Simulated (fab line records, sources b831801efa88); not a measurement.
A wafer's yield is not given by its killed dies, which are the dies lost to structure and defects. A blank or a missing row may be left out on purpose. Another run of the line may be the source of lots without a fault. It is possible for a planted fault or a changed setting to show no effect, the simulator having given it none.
fab line records | flow sky130
[record] lots = 5 wafers = 15 lastDay = 50
route steps=708 shown SD_P@328 RES_XHIGH@332 SD_N@342
lots with no fault: from the same line, run without faults
startH: start of the lot's first displayed wafer, in hours after the record's first day | waitH: hours elapsed since this lot's preceding step | " the same as in the row above | L1.1+2: one row covering several wafers at once | - either no value or no given start | * or withheld: withheld | < > ~ a bound
route shown NAME@n: a module of which the file shows steps, and the number in the route of the first | usual: the fault-free wafers' mean and standard deviation | same: alike in all rows | chamber/n: place in a boat | sites: each site's reading | _std_site: their standard deviation | _edge_site: the outer-site mean with the inner-site mean subtracted | radiusMm: how far each site lies from the wafer's centre | mask NAME#n: copy n | behind: the last tool/chamber to shape the wafer | hold: the reason the lot was held/the length of the hold in hours/how it ended | device: names the non-switching transistor (n, p or np) | end of line: the same wafers' tests at the end of the route | where a step has no rows: the recipe by itself | killed: dies that structure and defects cost at the first sort, which is not the same as the wafer's yield | map: a wafer's dies, marking killed ones x, the rest . and places with no die _
set.NAME: setting as actually run; set.NAME@STEP: the setting as run at that earlier step | model.NAME: the simulator's own value behind a step, which no gauge read
certain route steps with their lots: each step a table, each wafer a row
services: from which hour (startH, from the record's first day; less than 0 if before it) a tool's chamber was out of use, for how many hours, and why
[[steps]]
[step SKY_SD_P_OVL_MEAS_08]
[usual] SD_P_OVL = 0.7/1.7
// columns lot.wafer tool chamber startH waitH SD_P_OVL[nm]
L172.1 overlay-02 - 596.71 0.1 1.8
L172.2 " - " " 0.9
L172.4 " - " " 0.1
L176.2 overlay-02 - 645.89 0.1 1.8
L176.5 " - " " 1.5
L176.6 " - " " 2.8
L179.1 overlay-01 - 659.06 0.1 -0.3
L179.3 " - " " -0.3
L179.5 " - " " 1.0
L180.1 overlay-02 - 668.93 0.1 -0.8
L180.2 " - " " -1.0
L180.6 " - " " -1.2
L194.1 overlay-01 - 770.58 0.1 -0.2
L194.4 " - " " 0.3
L194.5 " - " " 3.4
[step SKY_SD_P_IMPLANT_09]
[recipe] species = BF2 energyKev = 20 doseCm2 = 3e+15 tiltDeg = 0
[step SKY_SD_P_STRIP_10]
[recipe] chemistry = O2/N2 powerW = 1400 pressureMtorr = 1500 platenTempC = withheld o2FlowSccm = 3000 n2FlowSccm = 300 overashFraction = 0.5
[usual] drypumpMotorCurrentA = 5.5/0.68 n2FlowSccm = 300.1/0.91 o2FlowSccm = 3001/9.4 oesProductAu = 0.617/0.0049 stripTimeToEndpointS = 17.50/0.039
// columns lot.wafer tool chamber startH waitH drypumpMotorCurrentA n2FlowSccm o2FlowSccm oesProductAu rfHoursCounterH stripTimeToEndpointS
L172.1 plasmaAsher-04 0 596.89 0.1 6.4 300.6 2981 0.620 49 17.52
L172.2 " 1 " " 4.9 300.7 3005 0.627 49 17.55
L172.4 " 0 " " 6.4 301.2 2996 0.617 - 17.50
L176.2 plasmaAsher-02 1 646.07 0.1 6.4 301.2 3017 0.612 97 17.49
L176.5 " 1 " " 6.4 300.7 3009 0.609 - 17.51
L176.6 " 0 " " 5.8 299.7 3001 0.604 - 17.48
L179.1 plasmaAsher-02 1 659.24 0.1 6.4 298.6 3000 0.613 98 17.52
L179.3 " 1 " " 6.5 299.7 3007 0.617 - 17.58
L179.5 " 0 " " 5.8 299.1 3005 0.622 - 17.58
L180.1 plasmaAsher-04 0 669.12 0.1 6.4 298.7 3007 0.618 56 17.53
L180.2 " 1 " " 5.0 301.7 3009 0.620 56 17.51
L180.6 " 0 " " 6.3 300.4 3003 0.617 - 17.49
L194.1 plasmaAsher-02 0 770.77 0.1 5.8 299.0 3005 0.614 2 17.47
L194.4 " 0 " " 5.8 300.4 3013 0.620 - 17.44
L194.5 " 0 " " 5.8 302.4 3009 0.614 - 17.41
[step SKY_SD_P_TW_MEAS_11]
[usual] SD_P_TW = 2824/18
// columns lot.wafer tool chamber startH waitH SD_P_TW
L172.1 filmMetro-04 - 596.99 0.1 2825
L172.2 " - " " 2834
L172.4 " - " " 2812
L176.2 filmMetro-04 - 646.18 0.1 2823
L176.5 " - " " 2805
L176.6 " - " " 2812
L179.1 filmMetro-02 - 659.34 0.1 2843
L179.3 " - " " 2834
L179.5 " - " " 2849
L180.1 filmMetro-04 - 669.22 0.1 2809
L180.2 " - " " 2798
L180.6 " - " " 2821
L194.1 filmMetro-02 - 770.87 0.1 2843
L194.4 " - " " 2831
L194.5 " - " " 2833
[step SKY_RES_XHIGH_DEHYDRATE_00]
[recipe] tempC = 200 timeS = 60
[step SKY_RES_XHIGH_HMDS_01]
[recipe] primeTimeS = 60 primeTempC = 120
[step SKY_RES_XHIGH_COAT_02]
[recipe] resist = NOVOLAK spinRpm = 3000 resistThkNm = 1140
[step SKY_RES_XHIGH_SOFTBAKE_03]
[recipe] tempC = 90 timeS = 60 resist = NOVOLAK
[step SKY_RES_XHIGH_EXPOSE_04]
[recipe] maskId = URPM na = 0.6 sourceShape = conventional sigmaOuter = 0.6 polarization = unpolarized targetCdNm = 1270 doseMj = 140
[step SKY_RES_XHIGH_PEB_05]
[recipe] tempC = withheld timeS = * resist = NOVOLAK
[step SKY_RES_XHIGH_DEVELOP_06]
[recipe] resist = NOVOLAK developer = TMAH developTimeS = 60 devTempC = 23
[step SKY_RES_XHIGH_IMPLANT_07]
[recipe] species = BF2 energyKev = 20 doseCm2 = 3.6e+14 tiltDeg = 0
[step SKY_RES_XHIGH_STRIP_08]
[recipe] chemistry = O2/N2 powerW = 1400 pressureMtorr = 1500 platenTempC = withheld o2FlowSccm = 3000 n2FlowSccm = 300 overashFraction = 0.5
[usual] drypumpMotorCurrentA = 5.7/0.53 n2FlowSccm = 300.0/0.98 o2FlowSccm = 2999/9.4 oesProductAu = 0.711/0.0043 stripTimeToEndpointS = 14.28/0.038
// columns lot.wafer tool chamber startH waitH drypumpMotorCurrentA n2FlowSccm o2FlowSccm oesProductAu rfHoursCounterH stripTimeToEndpointS model.NOVOLAK_of_RES_XHIGH_COAT_02.thkNm
L172.1 plasmaAsher-04 1 625.59 0.1 4.9 298.4 2998 0.709 52 14.30 0
L172.2 " 0 " " 6.3 300.3 2997 0.704 52 14.26 0
L172.4 " 0 " " 6.3 301.1 3001 0.714 - 14.28 0
L176.2 plasmaAsher-03 0 674.91 0.1 6.0 299.8 2989 0.717 87 14.22 0
L176.5 " 0 " " 6.0 300.4 3010 0.714 - 14.21 0
L176.6 " 1 " " 6.0 299.8 2994 0.711 - 14.25 0
L179.1 plasmaAsher-04 1 687.71 0.1 5.0 301.1 2993 0.953 58 - 49.27
L179.3 " 0 " " 6.3 300.2 2990 0.953 - - 49.16
L179.5 " 1 " " 5.0 299.7 3005 0.957 - - 49.01
L180.1 plasmaAsher-03 1 697.29 0.1 6.0 297.9 2978 0.707 90 14.33 0
L180.2 " 0 " " 6.0 300.3 2983 0.709 90 14.32 0
L180.6 " 1 " " 6.0 297.7 2984 0.716 - 14.31 0
L194.1 plasmaAsher-04 0 797.34 0.1 6.3 300.6 2989 0.712 70 14.22 0
L194.4 " 0 " " 6.3 300.2 2990 0.712 - 14.26 0
L194.5 " 1 " " 4.9 300.7 3003 0.711 - 14.27 0
[step SKY_RES_XHIGH_TW_MEAS_09]
[usual] RES_XHIGH_TW = 1636/11
// columns lot.wafer tool chamber startH waitH RES_XHIGH_TW
L172.1 filmMetro-02 - 625.69 0.1 1642
L172.2 " - " " 1652
L172.4 " - " " 1648
L176.2 filmMetro-04 - 675.02 0.1 1617
L176.5 " - " " 1611
L176.6 " - " " 1620
L179.1 filmMetro-04 - 687.81 0.1 1620
L179.3 " - " " 1618
L179.5 " - " " 1622
L180.1 filmMetro-04 - 697.39 0.1 1638
L180.2 " - " " 1639
L180.6 " - " " 1635
L194.1 filmMetro-04 - 797.44 0.1 1634
L194.4 " - " " 1638
L194.5 " - " " 1634
[step SKY_SD_N_DEHYDRATE_00]
[recipe] tempC = 200 timeS = 60
[step SKY_SD_N_HMDS_01]
[recipe] primeTimeS = 60 primeTempC = 120
[step SKY_SD_N_COAT_02]
[recipe] resist = NOVOLAK spinRpm = 3038 resistThkNm = 1140
[step SKY_SD_N_SOFTBAKE_03]
[recipe] tempC = 90 timeS = 60 resist = NOVOLAK
[step SKY_SD_N_EXPOSE_04]
[recipe] maskId = NSDM na = 0.6 sourceShape = conventional sigmaOuter = 0.6 polarization = unpolarized targetCdNm = 380 doseMj = 141
[step SKY_SD_N_PEB_05]
[recipe] tempC = withheld timeS = * resist = NOVOLAK
[step SKY_SD_N_DEVELOP_06]
[recipe] resist = NOVOLAK developer = TMAH developTimeS = 60 devTempC = 23
[step SKY_SD_N_CD_MEAS_07]
[recipe] targetCdNm = 380
[usual] cdNm = 380.6/2.2
// columns lot.wafer tool chamber startH waitH cdNm
L172.1 cdSem-01 - 654.56 0.1 380.7
L172.2 " - " " 380.5
L172.4 " - " " 381.4
L176.2 cdSem-02 - 702.43 0.1 383.9
L176.5 " - " " 381.6
L176.6 " - " " 379.6
L179.1 cdSem-01 - 715.66 0.1 377.5
L179.3 " - " " 377.3
L179.5 " - " " 379.1
L180.1 cdSem-01 - 725.71 0.1 378.8
L180.2 " - " " 380.3
L180.6 " - " " 378.9
L194.1 cdSem-01 - 823.56 0.1 383.2
L194.4 " - " " 381.5
L194.5 " - " " 382.4
[step SKY_SD_N_OVL_MEAS_08]
[usual] SD_N_OVL = -0.1/1.6
// columns lot.wafer tool chamber startH waitH SD_N_OVL[nm]
L172.1 overlay-02 - 654.68 0.1 0.3
L172.2 " - " " 2.4
L172.4 " - " " 2.9
L176.2 overlay-01 - 702.54 0.1 -2.1
L176.5 " - " " -2.5
L176.6 " - " " -2.7
L179.1 overlay-02 - 715.78 0.1 -2.1
L179.3 " - " " -0.5
L179.5 " - " " -0.9
L180.1 overlay-02 - 725.83 0.1 0.6
L180.2 " - " " -1.3
L180.6 " - " " -0.9
L194.1 overlay-01 - 823.68 0.1 -0.9
L194.4 " - " " 1.0
L194.5 " - " " -1.5
[step SKY_SD_N_IMPLANT_09]
[recipe] species = As energyKev = 50 doseCm2 = 4e+15 tiltDeg = 0
[step SKY_SD_N_IMPLANT_10]
[recipe] species = P energyKev = 20 doseCm2 = 1e+14 tiltDeg = 0
[step SKY_SD_N_STRIP_11]
[recipe] chemistry = O2/N2 powerW = 1400 pressureMtorr = 1500 platenTempC = withheld o2FlowSccm = 3000 n2FlowSccm = 300 overashFraction = 0.5
[usual] drypumpMotorCurrentA = 5.9/0.49 n2FlowSccm = 300.0/0.83 o2FlowSccm = 2998/9.2 oesProductAu = 0.527/0.0045 stripTimeToEndpointS = 22.48/0.044
// columns lot.wafer tool chamber startH waitH drypumpMotorCurrentA n2FlowSccm o2FlowSccm oesProductAu rfHoursCounterH stripTimeToEndpointS
L172.1 plasmaAsher-03 0 655.02 0.1 6.0 301.1 3002 0.523 85 22.43
L172.2 " 1 " " 6.0 300.9 3007 0.526 85 22.44
L172.4 " 0 " " 6.0 300.0 2996 0.535 - 22.47
L176.2 plasmaAsher-04 0 702.87 0.1 6.3 299.8 2999 0.516 60 22.40
L176.5 " 1 " " 4.9 299.5 2992 0.527 - 22.44
L176.6 " 0 " " 6.4 299.3 3002 0.525 - 22.40
L179.1 plasmaAsher-02 1 716.11 0.1 6.5 299.5 3006 0.534 105 23.22
L179.3 " 1 " " 6.5 301.3 3008 0.531 - 23.20
L179.5 " 0 " " 5.8 299.6 2990 0.526 - 23.24
L180.1 plasmaAsher-02 0 726.17 0.1 5.8 299.4 3006 0.522 106 22.53
L180.2 " 1 " " 6.5 298.5 2992 0.524 106 22.50
L180.6 " 0 " " 5.8 301.3 3002 0.526 - 22.52
L194.1 plasmaAsher-03 0 824.02 0.1 6.0 300.2 2993 0.526 104 22.44
L194.4 " 0 " " 6.0 300.7 2995 0.526 - 22.45
L194.5 " 1 " " 6.0 299.3 2988 0.532 - 22.45
[step SKY_SD_N_TW_MEAS_12]
[usual] SD_N_TW = 3989/25
// columns lot.wafer tool chamber startH waitH SD_N_TW
L172.1 filmMetro-02 - 655.12 0.1 3967
L172.2 " - " " 3983
L172.4 " - " " 4010
L176.2 filmMetro-01 - 702.98 0.1 3963
L176.5 " - " " 3959
L176.6 " - " " 4002
L179.1 filmMetro-04 - 716.21 0.1 3910
L179.3 " - " " 3924
L179.5 " - " " 3921
L180.1 filmMetro-02 - 726.27 0.1 4022
L180.2 " - " " 4013
L180.6 " - " " 4017
L194.1 filmMetro-02 - 824.12 0.1 4018
L194.4 " - " " 4012
L194.5 " - " " 3999
[[services]]
// columns tool chamber startH hours kind
plasmaAsher-02 - 582.49 1.9 repair
plasmaAsher-04 - 675.47 1.3 repair
plasmaAsher-02 - 733.75 9.0 pm
plasmaAsher-02 0 733.75 9.0 ventCycle
plasmaAsher-02 1 733.75 9.0 ventCycle
plasmaAsher-02 0 742.75 - clean
plasmaAsher-02 1 742.75 - clean
plasmaAsher-02 - 746.44 0.7 repair
plasmaAsher-04 - 795.43 0.9 repair
plasmaAsher-04 - 798.10 9.4 repair
plasmaAsher-04 - 807.52 9.4 repair
plasmaAsher-02 - 810.31 1.3 repair
[[key]]
[firstSign] step = SKY_RES_XHIGH_STRIP_08 reading = oesProductAu direction = up sigmas = 57 usual = 0.711 struck = 0.954
[effect] step = SKY_SD_N_STRIP_11 reading = stripTimeToEndpointS direction = up sigmas = 17 usual = * struck = *
[effect] step = SKY_SD_N_TW_MEAS_12 reading = SD_N_TW direction = down sigmas = 2.9 usual = 3989 struck = 3918
[modelEffect] step = SKY_RES_XHIGH_STRIP_08 value = NOVOLAK_of_RES_XHIGH_COAT_02.thkNm without = 0 struck = 49.15
metAt SKY_RES_XHIGH_STRIP_08
struckWafers L179.1,L179.3,L179.5
sortLeftOut L179.1,L179.3,L179.5
testerLeftOut L179
onsetBetween 625.59 687.71
[fault] kind = stripAborted tool = plasmaAsher-04 chamber = - onsetH = 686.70 steps = SKY_RES_XHIGH_STRIP_08 offset = 0.36866 endH = 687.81
// testerLeftOut: of these lots the tester's yield and bins aren't shown, on N5 and GAA mostly nor the transistor test; their killed dies are dies lost to structure and defects alone, not to doping, threshold or leakage, so they don't give the yield
// sortLeftOut: the simulated sort isn't trusted on such a fault, so these wafers' sort isn't shown, and their yield isn't known
